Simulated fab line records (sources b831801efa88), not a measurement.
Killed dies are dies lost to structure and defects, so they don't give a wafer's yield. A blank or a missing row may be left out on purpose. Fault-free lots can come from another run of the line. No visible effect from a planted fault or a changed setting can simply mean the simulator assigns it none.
Which tool is to blame? || flow sky130 || 21 wafers from 7 lots sampled at 2 of the route's 708 steps

== WHAT THE GAUGES READ, wafer by wafer ==
SKY_POLY_CUT_OVL_MEAS_09.
{"lot": "L296", "measured": "day 24 16:21", "on": "overlay-02", "POLY_CUT_OVL (nm)": "-4 -1 8"}
{"lot": "L298", "measured": "day 25 03:58", "on": "overlay-01", "POLY_CUT_OVL (nm)": "-4 -11 -2"}
{"lot": "L301", "measured": "day 26 13:26", "on": "overlay-01", "POLY_CUT_OVL (nm)": "9 11 10"}
{"lot": "L303", "measured": "day 28 03:05", "on": "overlay-02", "POLY_CUT_OVL (nm)": "6 -9 8"}
{"lot": "L306", "measured": "day 28 13:40", "on": "overlay-01", "POLY_CUT_OVL (nm)": "-3 -2 -5"}

== WHAT TOOL EACH LOT RAN ON (gives the tool, then ch and the chambers of the sampled wafers, and finally the start) ==
{"lot": "L296", "SKY_SONOS_TUNNEL_DEVELOP_06": "litho_track-01 ch 0, day 11 10:40"}
{"lot": "L298", "SKY_SONOS_TUNNEL_DEVELOP_06": "litho_track-01 ch 0, day 12 07:52"}
{"lot": "L301", "SKY_SONOS_TUNNEL_DEVELOP_06": "litho_track-02 ch 0, day 13 06:29"}
{"lot": "L303", "SKY_SONOS_TUNNEL_DEVELOP_06": "litho_track-01 ch 0, day 14 20:31"}
{"lot": "L306", "SKY_SONOS_TUNNEL_DEVELOP_06": "litho_track-02 ch 0, day 15 12:10"}
{"lot": "L308", "SKY_SONOS_TUNNEL_DEVELOP_06": "litho_track-01, day 16 14:07"}
{"lot": "L310", "SKY_SONOS_TUNNEL_DEVELOP_06": "litho_track-01, day 17 04:40"}
- SKY_SONOS_TUNNEL_DEVELOP_06: develop time 60 s.

== THE ANSWER, worked out from the rows above alone ==
Rule: what is usual is taken from the lots themselves. Put in order of their means at a reading, lots are off if they are a third of the lots or fewer, leave a main group of 4 or more, and stand apart from it by a gap of 3 or more times the standard deviation of the main group's means; of several such gaps the widest counts. A main group whose means are all the same, to the digits that the tables above print for the reading, isn't used. A lot without any number at a reading at which 4 lots or more have one is off too. The other lots that the step has rows for count as sound.
No lot is off on any of the readings shown, so nothing can be concluded from this.

== WHAT THE SIMULATOR PUT IN ==
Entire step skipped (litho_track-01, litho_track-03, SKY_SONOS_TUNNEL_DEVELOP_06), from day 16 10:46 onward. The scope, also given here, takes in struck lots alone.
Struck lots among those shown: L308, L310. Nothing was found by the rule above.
